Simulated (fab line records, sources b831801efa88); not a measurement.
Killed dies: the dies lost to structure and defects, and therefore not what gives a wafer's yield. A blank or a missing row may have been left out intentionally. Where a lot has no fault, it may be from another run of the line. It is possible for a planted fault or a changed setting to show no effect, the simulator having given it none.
fab line records | flow sky130
record: lots: 11 wafers: 33 last_day: 49
route steps=708 shown VIA3@597 METAL4@602 VIA4@656 METAL5@664 PAD_OPEN@708
lots that met no fault: from a run of the same line without faults
start_h: start of the lot's first displayed wafer, in hours after the record's first day | wait_h: hours from the lot's prior step to this one | " as in the row above | L1.1+2: a row that stands for several wafers | - no value, or no start was given | * or withheld: withheld | < > ~ a bound
route shown NAME@n: a module of which the file shows steps, and the number in the route of the first | usual: mean/standard deviation taken from wafers without a fault | same: alike in all rows | chamber/n: place in a boat | sites: the reading at each site | _std_site: the values' standard deviation | _edge_site: inner sites' mean taken away from outer sites' mean | radius_mm: how far each site lies from the wafer's centre | mask NAME#n: copy n | behind: the tool/chamber that last shaped the wafer | hold: why the lot was held/for how many hours/how that ended | device: the transistor (n, p or np) that didn't switch | end of line: the same wafers' tests at the end of the route | a step without rows: its recipe alone | killed: the dies lost at the first sort to structure and to defects; this is not the yield of the wafer | map: a wafer's dies, x killed, . not, _ none there
set.NAME: the run value of the setting; set.NAME@STEP: its run value at that earlier step | model.NAME: the simulator's own value behind a step, which no gauge read
route steps across a sampled set of lots; one table per step, one row per wafer
services: when a tool's chamber went out of use (start_h, in hours from the record's first day, below 0 if earlier), for how many hours, and the reason
== steps ==
step: SKY_VIA3_CMP_24
recipe: stop_on: SiO2 t_overpolish_s: 20 down_force_psi: 3.5 platen_rpm: 60 target_thk_nm: 0 pad_velocity_m_s: 0.94248
usual: motor_current_A: 11.1/1 overpolish_run_s: 20.000/0.0096 retaining_ring_pressure_frac: 0.999/0.0049 time_to_endpoint_s: 95/3.8
columns lot.wafer tool chamber start_h wait_h motor_current_A overpolish_run_s retaining_ring_pressure_frac time_to_endpoint_s
L536.1 cmp-02 2 978.36 0.1 10.6 19.984 0.993 96
L536.2 " 1 " " 11.3 19.995 1.005 96
L536.5 " 3 " " 12.3 19.992 0.996 97
L537.4 cmp-02 1 983.21 0.1 11.3 20.000 0.999 99
L537.3 " 3 " " 12.0 19.993 0.998 95
L537.6 " 1 " " 10.9 19.997 1.001 94
L538.1 cmp-01 3 1003.04 0.1 10.8 19.998 0.996 92
L538.4 " 0 " " 10.3 19.995 0.999 97
L538.5 " 2 " " 12.4 20.004 0.997 97
L540.3 cmp-02 3 1004.62 0.1 12.1 20.001 0.994 95
L540.1 " 0 " " 10.2 19.991 0.999 93
L540.5 " 3 " " 12.9 20.008 0.995 98
L541.1 cmp-02 3 1005.81 0.1 12.9 19.999 0.994 90
L541.3 " 0 " " 9.8 20.006 0.998 90
L541.6 " 3 " " 12.1 19.995 1.002 90
L542.3 cmp-02 2 1014.36 0.1 10.0 19.991 1.002 102
L542.5 " 1 " " 11.3 20.015 1.002 102
L542.6 " 2 " " 9.9 20.007 0.999 101
L544.1 cmp-01 2 1042.32 0.1 13.1 19.992 0.994 98
L544.3 " 1 " " 12.4 20.012 1.005 103
L544.5 " 3 " " 10.3 20.009 1.007 95
L543.1 cmp-02 2 1046.21 0.1 10.0 20.002 0.992 99
L543.2 " 0 " " 10.0 19.986 0.998 89
L543.4 " 1 " " 11.1 19.997 0.997 94
L545.4 cmp-01 0 1052.86 0.1 10.8 19.994 1.001 104
L545.5 " 2 " " 12.9 20.011 1.001 98
L545.6 " 3 " " 10.5 19.993 1.003 96
L548.3 cmp-02 1 1056.86 0.1 11.3 19.981 1.000 94
L548.4 " 2 " " 9.6 20.001 0.998 92
L548.6 " 0 " " 9.9 19.985 0.991 87
L546.3 cmp-01 3 1058.66 0.0 10.1 19.991 1.002 95
L546.1 " 1 " " 11.9 20.001 0.998 95
L546.6 " 3 " " 10.3 20.004 0.993 88
step: SKY_METAL4_SPUTTER_04
recipe: material: TiN target_thk_nm: 70 power_w: 6500 time_s: 58.3 chamber_pressure_pa: 0.4
usual: cathode_dc_power_W: 6500.0/1.1 chamber_pressure_pa: 0.4002/0.00081 throttle_valve_pct: 29.7/1.3
same: time_s: 58.3
columns lot.wafer tool chamber start_h wait_h cathode_dc_power_W chamber_pressure_pa throttle_valve_pct
L536.1 pvd_sputter-02 - 978.76 0.0 6500.9 0.3996 29.6
L536.2 " - " " 6500.2 0.4006 29.6
L536.5 " - " " 6501.4 0.4009 27.8
L537.3 pvd_sputter-03 - 983.56 0.0 6499.0 0.4004 32.4
L537.4 " - " " 6499.4 0.4001 32.7
L537.6 " - " " 6501.2 0.3995 32.4
L538.1 pvd_sputter-04 - 1003.40 0.0 6498.6 0.3997 30.7
L538.4 " - " " 6498.9 0.3999 29.6
L538.5 " - " " 6501.0 0.4001 29.1
L540.1 pvd_sputter-04 - 1004.98 0.0 6498.7 0.4006 30.5
L540.3 " - " " 6500.4 0.3992 29.0
L540.5 " - " " 6500.8 0.3987 28.9
L541.1 pvd_sputter-04 - 1006.21 0.0 6502.5 0.4004 30.2
L541.3 " - " " 6500.1 0.4013 30.4
L541.6 " - " " 6500.9 0.4005 29.7
L542.3 pvd_sputter-02 - 1014.71 0.0 6499.6 0.4008 29.4
L542.5 " - " " 6500.5 0.3987 29.7
L542.6 " - " " 6500.2 0.3996 29.6
L544.1 pvd_sputter-02 - 1042.73 0.0 6501.0 0.4010 29.5
L544.3 " - " " 6499.9 0.3994 29.5
L544.5 " - " " 6500.3 0.3999 29.4
L543.1 pvd_sputter-04 - 1046.61 0.0 6501.6 0.3996 30.5
L543.2 " - " " 6500.5 0.4010 29.5
L543.4 " - " " 6499.5 0.3994 30.0
L545.4 pvd_sputter-02 - 1053.17 0.0 6499.2 0.3997 29.2
L545.5 " - " " 6499.7 0.4000 29.4
L545.6 " - " " 6498.4 0.4000 27.7
L548.3 pvd_sputter-04 - 1057.17 0.0 6499.2 0.4016 30.3
L548.4 " - " " 6500.0 0.4003 28.6
L548.6 " - " " 6499.0 0.4006 28.8
L546.1 pvd_sputter-03 - 1059.07 0.0 6498.9 0.4011 30.4
L546.3 " - " " 6501.3 0.3996 32.4
L546.6 " - " " 6502.7 0.4011 32.3
step: SKY_VIA4_SPUTTER_17
recipe: material: TiN target_thk_nm: 20 chamber_pressure_pa: 5 power_w: 4000 time_s: 80
usual: cathode_dc_power_W: 3999.9/0.73 chamber_pressure_pa: 5.000/0.0099 throttle_valve_pct: 30.0/1.2 time_s: 80/0
columns lot.wafer tool chamber start_h wait_h cathode_dc_power_W chamber_pressure_pa throttle_valve_pct time_s
L536.1 pvd_sputter-01 - 1050.89 0.0 - - - -
L536.2 " - " " - - - -
L536.5 " - " " - - - -
L537.3 pvd_sputter-01 - 1055.49 0.0 - - - -
L537.4 " - " " - - - -
L537.6 " - " " - - - -
L538.1 pvd_sputter-04 - 1072.99 0.0 - - - -
L538.4 " - " " - - - -
L538.5 " - " " - - - -
L540.1 pvd_sputter-04 - 1074.90 0.0 3999.6 4.993 29.0 80
L540.3 " - " " 4000.0 4.994 30.4 80
L540.5 " - " " 3999.7 4.996 30.0 80
L541.1 pvd_sputter-04 - 1076.21 0.0 4000.6 5.020 30.5 80
L541.3 " - " " 4000.5 4.997 29.7 80
L541.6 " - " " 3999.6 4.992 28.7 80
L542.3 pvd_sputter-04 - 1082.90 0.0 3998.9 4.998 30.1 80
L542.5 " - " " 3999.8 4.994 30.4 80
L542.6 " - " " 3999.9 5.014 29.7 80
L544.1 pvd_sputter-02 - 1105.60 0.0 3999.9 5.004 29.5 80
L544.3 " - " " 3998.3 4.988 29.6 80
L544.5 " - " " 4000.2 4.992 29.5 80
L543.1 pvd_sputter-01 - 1108.05 0.0 3999.3 4.998 30.2 80
L543.2 " - " " 4001.4 5.006 33.1 80
L543.4 " - " " 3999.0 4.986 30.7 80
L545.4 pvd_sputter-04 - 1117.26 0.0 3999.8 4.988 30.2 80
L545.5 " - " " 3999.8 5.000 30.5 80
L545.6 " - " " 4000.3 4.999 29.7 80
L548.3 pvd_sputter-02 - 1122.37 0.0 4000.8 5.006 29.6 80
L548.4 " - " " 3999.6 4.994 29.6 80
L548.6 " - " " 3999.6 4.991 29.4 80
L546.1 pvd_sputter-01 - 1122.70 0.1 3999.3 4.997 30.4 80
L546.3 " - " " 3999.1 5.005 30.5 80
L546.6 " - " " 4000.8 4.990 32.8 80
step: SKY_METAL5_SPUTTER_03
recipe: material: Ti target_thk_nm: 5 power_w: 3000 time_s: 3.3 chamber_pressure_pa: 0.4
usual: cathode_dc_power_W: 3000.0/0.56 chamber_pressure_pa: 0.4000/0.00086 throttle_valve_pct: 30.7/1.3
same: time_s: 3.3
columns lot.wafer tool chamber start_h wait_h cathode_dc_power_W chamber_pressure_pa throttle_valve_pct
L540.1 pvd_sputter-01 - 1076.87 0.0 3000.0 0.3998 30.3
L540.3 " - " " 2999.7 0.4012 33.0
L540.5 " - " " 2999.7 0.3993 30.5
L541.1 pvd_sputter-04 - 1077.77 0.0 2999.3 0.4014 28.8
L541.3 " - " " 3000.5 0.3993 30.6
L541.6 " - " " 3000.9 0.3980 30.6
L542.3 pvd_sputter-04 - 1083.69 0.0 3000.1 0.4018 28.5
L542.5 " - " " 3000.3 0.3996 29.7
L542.6 " - " " 3000.1 0.4003 28.6
L544.1 pvd_sputter-01 - 1106.39 0.0 3000.3 0.3992 30.4
L544.3 " - " " 2999.9 0.3998 30.0
L544.5 " - " " 2999.3 0.4005 30.4
L543.1 pvd_sputter-04 - 1108.84 0.0 2999.4 0.4003 30.1
L543.2 " - " " 3000.5 0.3998 29.1
L543.4 " - " " 3000.2 0.4003 30.4
L545.4 pvd_sputter-01 - 1118.05 0.0 3000.0 0.3996 30.3
L545.5 " - " " 3000.2 0.3991 30.2
L545.6 " - " " 2999.9 0.4008 30.4
L548.3 pvd_sputter-01 - 1123.63 0.0 3000.0 0.4006 30.5
L548.4 " - " " 3000.7 0.3991 32.9
L548.6 " - " " 2999.5 0.4003 30.9
L546.1 pvd_sputter-01 - 1123.87 0.0 3000.0 0.4007 32.6
L546.3 " - " " 3000.2 0.4007 30.4
L546.6 " - " " 3000.6 0.4020 30.7
step: SKY_PAD_OPEN_PROBE_99
usual: defect_limited_yield: 82.6/1.8 killed_at_M0_to_M3: 44/6.5 killed_at_M4_up: 3.3/1.9 killed_at_contacts: 23/4.7 killed_at_front_end: 15/4.5 killed_at_other: 0.2/0.52 killed_dies: 86/8.9 killed_on_rim: 17/3.7 killed_open: 47/6.8 killed_short: 39/6.1 sort_bin_3_pad_short: 0.8/0.44 sort_bin_5_function: 10.3/1.4 sort_bin_6_memory: 6.3/1.1 sort_n_pass: 406/8.9 sort_yield_pct: 82.6/1.8
same: gross_dies: 492 killed_at_back_side: 0 sort_bin_4_leakage[%]: 0 sort_bin_8_speed[%]: 0
columns lot.wafer tool chamber start_h wait_h hold defect_limited_yield[%] killed_at_M0_to_M3 killed_at_M4_up killed_at_contacts killed_at_front_end killed_at_other killed_dies killed_on_rim killed_open killed_short sort_bin_3_pad_short[%] sort_bin_5_function[%] sort_bin_6_memory[%] sort_n_pass sort_yield_pct[%]
L536.1 prober-01 - 1114.56 0.1 await_dispo/8.2h/scrap 0 41 415 26 10 0 492 96 55 27 1.0 92.7 6.3 0 0
L536.2 prober-01 - 1114.61 0.1 await_dispo/8.2h/scrap 0 45 412 23 12 0 492 96 40 42 0.8 94.1 5.1 0 0
L536.5 prober-01 - 1114.76 0.2 await_dispo/8.2h/scrap 0 44 414 29 5 0 492 96 48 31 0.6 94.3 5.1 0 0
L537.3 prober-02 - 1119.68 0.2 await_dispo/3.3h/scrap 0 33 423 22 14 0 492 96 41 31 0.6 92.7 6.7 0 0
L537.4 prober-02 - 1119.73 0.2 await_dispo/3.3h/scrap 0 48 415 13 16 0 492 96 47 37 1.0 93.1 5.9 0 0
L537.6 prober-02 - 1119.83 0.2 await_dispo/3.3h/scrap 0 27 416 21 27 1 492 96 41 37 1.4 93.9 4.7 0 0
L538.1 prober-01 - 1134.80 0.1 await_dispo/2.4h/scrap 0 52 406 17 17 0 492 96 49 41 1.4 93.3 5.3 0 0
L538.4 prober-01 - 1134.95 0.2 await_dispo/2.4h/scrap 0 30 425 24 13 0 492 96 35 40 0.8 93.9 5.3 0 0
L538.5 prober-01 - 1135.00 0.2 await_dispo/2.4h/scrap 0 46 400 32 14 0 492 96 50 45 0.6 90.9 8.5 0 0
L540.1 prober-01 - 1138.76 0.1 - 85.8 38 2 22 8 0 70 17 40 30 0.4 9.3 4.5 422 85.8
L540.3 prober-01 - 1138.86 0.2 - 79.7 51 3 29 17 0 100 18 48 52 1.6 9.6 9.1 392 79.7
L540.5 prober-01 - 1138.96 0.2 - 83.9 44 1 21 12 1 79 19 46 33 1.0 9.6 5.5 413 83.9
L541.1 prober-02 - 1139.14 0.1 - 80.9 40 2 37 15 0 94 17 60 34 0.6 12.2 6.3 398 80.9
L541.3 prober-02 - 1139.24 0.2 - 82.1 49 4 18 17 0 88 19 42 46 0.6 9.6 7.7 404 82.1
L541.6 prober-02 - 1139.39 0.2 - 84.6 39 2 25 10 0 76 10 39 37 1.4 7.3 6.7 416 84.6
L542.3 prober-01 - 1144.42 0.2 - 82.5 44 5 20 17 0 86 17 48 38 0.8 11.0 5.7 406 82.5
L542.5 prober-01 - 1144.52 0.2 - 86.0 38 2 13 16 0 69 16 41 28 0 8.7 5.3 423 86.0
L542.6 prober-01 - 1144.57 0.2 - 84.3 37 3 27 10 0 77 13 45 32 0.2 9.6 5.9 415 84.3
L544.1 prober-02 - 1165.43 0.1 - 81.7 47 3 23 17 0 90 16 46 44 0.6 10.6 7.1 402 81.7
L544.3 prober-02 - 1165.53 0.2 - 82.7 41 4 23 17 0 85 22 51 34 0.6 12.2 4.5 407 82.7
L544.5 prober-02 - 1165.63 0.2 - 81.3 43 3 29 17 0 92 19 54 38 0.2 12.0 6.5 400 81.3
L543.1 prober-01 - 1166.10 0.1 - 83.3 42 5 22 13 0 82 16 50 32 0.2 10.2 6.3 410 83.3
L543.2 prober-01 - 1166.15 0.1 - 84.6 32 3 27 14 0 76 13 41 35 0.6 9.3 5.5 416 84.6
L543.4 prober-01 - 1166.25 0.2 - 83.9 34 4 29 12 0 79 22 42 37 1.2 9.1 5.7 413 83.9
L545.4 prober-02 - 1174.82 0.2 - 82.5 51 3 21 11 0 86 13 46 40 1.2 9.8 6.5 406 82.5
L545.5 prober-02 - 1174.87 0.2 - 82.5 38 2 29 17 0 86 17 44 42 0.6 11.2 5.7 406 82.5
L545.6 prober-02 - 1174.92 0.2 - 79.7 51 4 20 25 0 100 14 52 48 1.6 12.0 6.7 392 79.7
L548.3 prober-02 - 1180.56 0.2 - 83.7 40 6 24 10 0 80 20 40 40 1.0 9.8 5.5 412 83.7
L548.4 prober-02 - 1180.61 0.2 - 83.9 37 6 25 11 0 79 16 39 40 0.8 9.3 5.9 413 83.9
L548.6 prober-02 - 1180.71 0.2 - 86.0 33 2 22 12 0 69 10 36 33 0.8 5.9 7.3 423 86.0
L546.1 prober-01 - 1180.67 0.2 - 79.5 54 4 24 19 0 101 21 55 46 0.8 11.8 7.9 391 79.5
L546.3 prober-01 - 1180.77 0.2 - 83.5 48 3 17 12 1 81 12 41 40 1.0 8.5 6.9 411 83.5
L546.6 prober-01 - 1180.92 0.3 - 80.1 48 3 32 15 0 98 22 49 49 0.8 10.8 8.3 394 80.1
killed by level:class
L536.1 VIA4:area_sputter=410 CONTACT:geometric_particle:open=11 LI_CONTACT:geometric_particle:open=10 VIA3:geometric_particle:open=9 VIA1:geometric_particle:open=8 METAL2:geometric_particle:short=6 VIA2:geometric_particle:open=5 METAL4:geometric_particle:short=5
L536.2 VIA4:area_sputter=410 METAL2:geometric_particle:short=14 CONTACT:geometric_particle:open=9 VIA1:geometric_particle:open=9 VIA3:geometric_particle:open=5 LOCAL_INTERCONNECT:geometric_particle:short=5 CONTACT:geometric_particle:short=5 VIA2:geometric_particle:open=5
L536.5 VIA4:area_sputter=413 CONTACT:geometric_particle:open=15 VIA3:geometric_particle:open=11 VIA1:geometric_particle:open=10 METAL1:geometric_particle:short=7 LI_CONTACT:geometric_particle:open=7 METAL2:geometric_particle:short=7 LOCAL_INTERCONNECT:geometric_particle:short=4
L537.3 VIA4:area_sputter=420 CONTACT:geometric_particle:open=9 VIA1:geometric_particle:open=7 CONTACT:geometric_particle:short=6 METAL1:geometric_particle:short=5 VIA2:geometric_particle:short=5 FIELD_ISO:geometric_particle:open=4 POLY_GATE:geometric_particle:open=4
L537.4 VIA4:area_sputter=408 VIA1:geometric_particle:open=11 METAL2:geometric_particle:short=6 VIA3:geometric_particle:open=6 FIELD_ISO:geometric_particle:open=5 VIA1:geometric_particle:short=5 POLY_GATE:geometric_particle:short=5 VIA2:geometric_particle:open=5
L537.6 VIA4:area_sputter=414 FIELD_ISO:geometric_particle:open=9 FIELD_ISO:geometric_particle:short=9 LI_CONTACT:geometric_particle:open=8 VIA3:geometric_particle:open=7 CONTACT:geometric_particle:short=5 VIA2:geometric_particle:short=5 VIA1:geometric_particle:open=4
L538.1 VIA4:area_sputter=402 VIA2:geometric_particle:open=11 VIA1:geometric_particle:open=9 LI_CONTACT:geometric_particle:open=8 METAL2:geometric_particle:short=7 METAL3:geometric_particle:short=6 CONTACT:geometric_particle:open=5 FIELD_ISO:geometric_particle:short=4
L538.4 VIA4:area_sputter=417 VIA1:geometric_particle:open=10 CONTACT:geometric_particle:open=8 LOCAL_INTERCONNECT:geometric_particle:short=7 METAL4:geometric_particle:short=7 VIA2:geometric_particle:short=4 LI_CONTACT:geometric_particle:open=3 CONTACT:geometric_particle:short=3
L538.5 VIA4:area_sputter=397 VIA1:geometric_particle:open=12 CONTACT:geometric_particle:open=10 CONTACT:geometric_particle:short=9 LOCAL_INTERCONNECT:geometric_particle:short=8 VIA1:geometric_particle:short=7 VIA2:geometric_particle:open=7 VIA3:geometric_particle:open=6
L540.1 VIA3:geometric_particle:open=10 CONTACT:geometric_particle:open=10 VIA1:geometric_particle:short=7 LI_CONTACT:geometric_particle:open=6 VIA1:geometric_particle:open=5 FIELD_ISO:geometric_particle:short=3 POLY_GATE:geometric_particle:open=3 LOCAL_INTERCONNECT:geometric_particle:short=3
L540.3 VIA1:geometric_particle:open=14 METAL1:geometric_particle:short=11 POLY_GATE:geometric_particle:open=7 LOCAL_INTERCONNECT:geometric_particle:short=7 LI_CONTACT:geometric_particle:open=6 LI_CONTACT:geometric_particle:short=6 VIA3:geometric_particle:open=6 CONTACT:geometric_particle:open=5
L540.5 VIA1:geometric_particle:open=13 CONTACT:geometric_particle:open=9 FIELD_ISO:geometric_particle:open=5 VIA1:geometric_particle:short=5 METAL2:geometric_particle:short=5 VIA2:geometric_particle:short=5 VIA3:geometric_particle:open=5 LI_CONTACT:geometric_particle:open=4
L541.1 CONTACT:geometric_particle:open=18 LI_CONTACT:geometric_particle:open=9 VIA1:geometric_particle:open=9 VIA3:geometric_particle:open=8 LOCAL_INTERCONNECT:geometric_particle:short=7 VIA1:geometric_particle:short=7 POLY_GATE:geometric_particle:short=4 POLY_GATE:geometric_particle:open=4
L541.3 VIA1:geometric_particle:open=11 METAL2:geometric_particle:short=11 CONTACT:geometric_particle:open=7 VIA3:geometric_particle:short=7 FIELD_ISO:geometric_particle:short=5 LI_CONTACT:geometric_particle:open=5 POLY_GATE:geometric_particle:short=4 METAL3:geometric_particle:short=4
L541.6 CONTACT:geometric_particle:short=8 VIA1:geometric_particle:open=8 METAL1:geometric_particle:short=7 VIA2:geometric_particle:open=7 CONTACT:geometric_particle:open=6 LOCAL_INTERCONNECT:geometric_particle:short=5 METAL2:geometric_particle:short=5 VIA1:geometric_particle:short=4
L542.3 VIA3:geometric_particle:open=9 VIA2:geometric_particle:open=9 VIA1:geometric_particle:open=8 FIELD_ISO:geometric_particle:short=6 CONTACT:geometric_particle:open=6 METAL1:geometric_particle:short=6 LOCAL_INTERCONNECT:geometric_particle:short=4 LI_CONTACT:geometric_particle:short=4
L542.5 VIA1:geometric_particle:open=10 VIA2:geometric_particle:open=6 FIELD_ISO:geometric_particle:short=5 LI_CONTACT:geometric_particle:open=4 CONTACT:geometric_particle:open=4 METAL1:geometric_particle:open=4 VIA2:geometric_particle:short=4 FIELD_ISO:geometric_particle:open=3
L542.6 VIA2:geometric_particle:open=8 LI_CONTACT:geometric_particle:open=8 CONTACT:geometric_particle:open=8 CONTACT:geometric_particle:short=6 VIA1:geometric_particle:open=5 FIELD_ISO:geometric_particle:open=4 VIA3:geometric_particle:open=4 METAL2:geometric_particle:short=4
L544.1 VIA2:geometric_particle:open=8 VIA3:geometric_particle:open=8 VIA1:geometric_particle:open=7 FIELD_ISO:geometric_particle:open=6 CONTACT:geometric_particle:open=6 CONTACT:geometric_particle:short=6 VIA3:geometric_particle:short=6 POLY_GATE:geometric_particle:short=4
L544.3 VIA3:geometric_particle:open=13 VIA1:geometric_particle:open=10 CONTACT:geometric_particle:short=8 CONTACT:geometric_particle:open=7 LI_CONTACT:geometric_particle:open=6 FIELD_ISO:geometric_particle:short=5 METAL2:geometric_particle:short=5 FIELD_ISO:geometric_particle:open=4
L544.5 VIA1:geometric_particle:open=13 CONTACT:geometric_particle:open=12 CONTACT:geometric_particle:short=7 VIA3:geometric_particle:open=7 FIELD_ISO:geometric_particle:open=6 METAL1:geometric_particle:short=5 LI_CONTACT:geometric_particle:open=5 VIA2:geometric_particle:open=5
L543.1 CONTACT:geometric_particle:open=9 VIA1:geometric_particle:open=8 POLY_GATE:geometric_particle:open=7 LI_CONTACT:geometric_particle:open=7 METAL2:geometric_particle:short=7 METAL1:geometric_particle:short=6 VIA3:geometric_particle:open=6 VIA2:geometric_particle:open=5
L543.2 CONTACT:geometric_particle:open=9 VIA1:geometric_particle:open=8 LI_CONTACT:geometric_particle:open=7 METAL2:geometric_particle:short=6 LOCAL_INTERCONNECT:geometric_particle:short=5 VIA3:geometric_particle:open=5 POLY_GATE:geometric_particle:short=4 SPACER:geometric_particle:open=4
L543.4 CONTACT:geometric_particle:open=14 VIA1:geometric_particle:open=8 LI_CONTACT:geometric_particle:open=5 METAL2:geometric_particle:short=5 CONTACT:geometric_particle:short=4 METAL1:geometric_particle:short=4 VIA1:geometric_particle:short=4 VIA2:geometric_particle:open=4
L545.4 VIA1:geometric_particle:open=14 VIA3:geometric_particle:open=8 METAL2:geometric_particle:short=8 LOCAL_INTERCONNECT:geometric_particle:short=6 CONTACT:geometric_particle:open=6 CONTACT:geometric_particle:short=4 METAL1:geometric_particle:short=4 VIA1:geometric_particle:short=4
L545.5 CONTACT:geometric_particle:open=12 VIA1:geometric_particle:open=11 VIA1:geometric_particle:short=7 LI_CONTACT:geometric_particle:open=6 LOCAL_INTERCONNECT:geometric_particle:short=5 FIELD_ISO:geometric_particle:short=4 FIELD_ISO:geometric_particle:open=4 POLY_GATE:geometric_particle:short=4
L545.6 VIA1:geometric_particle:open=16 FIELD_ISO:geometric_particle:short=8 METAL1:geometric_particle:short=6 LI_CONTACT:geometric_particle:open=6 CONTACT:geometric_particle:short=6 VIA2:geometric_particle:open=6 POLY_GATE:geometric_particle:short=5 METAL2:geometric_particle:short=5
L548.3 CONTACT:geometric_particle:open=12 VIA1:geometric_particle:open=8 CONTACT:geometric_particle:short=6 METAL1:geometric_particle:short=5 METAL2:geometric_particle:short=5 FIELD_ISO:geometric_particle:short=4 LI_CONTACT:geometric_particle:open=4 VIA1:geometric_particle:short=4
L548.4 VIA1:geometric_particle:open=9 CONTACT:geometric_particle:open=7 VIA3:geometric_particle:open=7 LI_CONTACT:geometric_particle:open=6 FIELD_ISO:geometric_particle:short=5 LI_CONTACT:geometric_particle:short=5 METAL4:geometric_particle:short=4 CONTACT:geometric_particle:short=4
L546.1 LI_CONTACT:geometric_particle:open=10 VIA1:geometric_particle:open=10 METAL2:geometric_particle:short=9 VIA3:geometric_particle:open=7 FIELD_ISO:geometric_particle:open=6 POLY_GATE:geometric_particle:short=6 CONTACT:geometric_particle:short=6 METAL1:geometric_particle:short=6
L548.6 LI_CONTACT:geometric_particle:open=12 METAL1:geometric_particle:short=7 VIA1:geometric_particle:open=6 POLY_GATE:geometric_particle:short=5 CONTACT:geometric_particle:open=5 VIA2:geometric_particle:open=5 METAL2:geometric_particle:short=4 LOCAL_INTERCONNECT:geometric_particle:short=3
L546.3 VIA2:geometric_particle:open=12 VIA1:geometric_particle:open=10 LI_CONTACT:geometric_particle:open=6 LOCAL_INTERCONNECT:geometric_particle:short=6 METAL1:geometric_particle:short=6 VIA3:geometric_particle:short=6 CONTACT:geometric_particle:open=4 VIA3:geometric_particle:open=4
L546.6 CONTACT:geometric_particle:open=12 METAL2:geometric_particle:short=10 VIA3:geometric_particle:open=10 LI_CONTACT:geometric_particle:open=7 VIA1:geometric_particle:open=7 CONTACT:geometric_particle:short=6 METAL1:geometric_particle:short=5 VIA1:geometric_particle:short=5
== services ==
columns tool chamber start_h hours kind
pvd_sputter-02 2 984.40 - consumable_replace:kit
pvd_sputter-02 2 984.40 18.0 scheduled_down
pvd_sputter-02 2 984.40 18.0 vent_cycle
cmp-02 - 1008.26 5.1 pm
pvd_sputter-04 1 1011.53 - consumable_replace:kit
pvd_sputter-04 1 1011.53 18.0 scheduled_down
pvd_sputter-04 1 1011.53 18.0 vent_cycle
cmp-02 - 1023.48 5.5 repair
pvd_sputter-01 2 1060.65 - consumable_replace:kit
pvd_sputter-01 2 1060.65 18.0 scheduled_down
pvd_sputter-01 2 1060.65 18.0 vent_cycle
cmp-01 - 1073.52 3.4 pm
pvd_sputter-01 - 1080.86 4.2 repair
pvd_sputter-03 - 1081.23 49.6 repair
cmp-01 - 1084.03 4.0 pm
cmp-01 - 1088.03 - consumable_replace:conditioner
cmp-01 - 1088.03 - consumable_replace:pad
cmp-02 - 1097.44 2.2 repair
pvd_sputter-02 1 1100.34 - consumable_replace:kit
pvd_sputter-02 1 1100.34 18.0 scheduled_down
pvd_sputter-02 1 1100.34 18.0 vent_cycle
cmp-01 - 1104.35 0.3 repair
pvd_sputter-04 - 1121.02 5.3 repair
pvd_sputter-03 - 1123.80 3.4 repair
== key ==
first_sign: step: SKY_VIA4_SPUTTER_17 reading: tool_record direction: missing
effect: step: SKY_PAD_OPEN_PROBE_99 reading: killed_at_M4_up direction: up sigmas: 99+ usual: 3.3 struck: 414
more_kills_born_at: SKY_VIA4_SPUTTER_17@pvd_sputter-01: 2475 SKY_VIA4_SPUTTER_17@pvd_sputter-04: 1216
met_at SKY_VIA4_SPUTTER_17
struck_lots L536,L537,L538
later_rows_left_out L536.1,L536.2,L536.5,L537.3,L537.4,L537.6,L538.1,L538.4,L538.5
not_acting_at SKY_VIA3_CMP_24,SKY_METAL4_SPUTTER_04,SKY_METAL5_SPUTTER_03
fault: kind: skipped_step_whole tool: pvd_sputter-01,pvd_sputter-04 chamber: - onset_h: 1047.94 steps: SKY_VIA4_SPUTTER_17 scope: struck_lots_only
later_rows_left_out: the simulator's readings of these wafers behind a module that went badly wrong aren't trusted and aren't shown, but for the sort
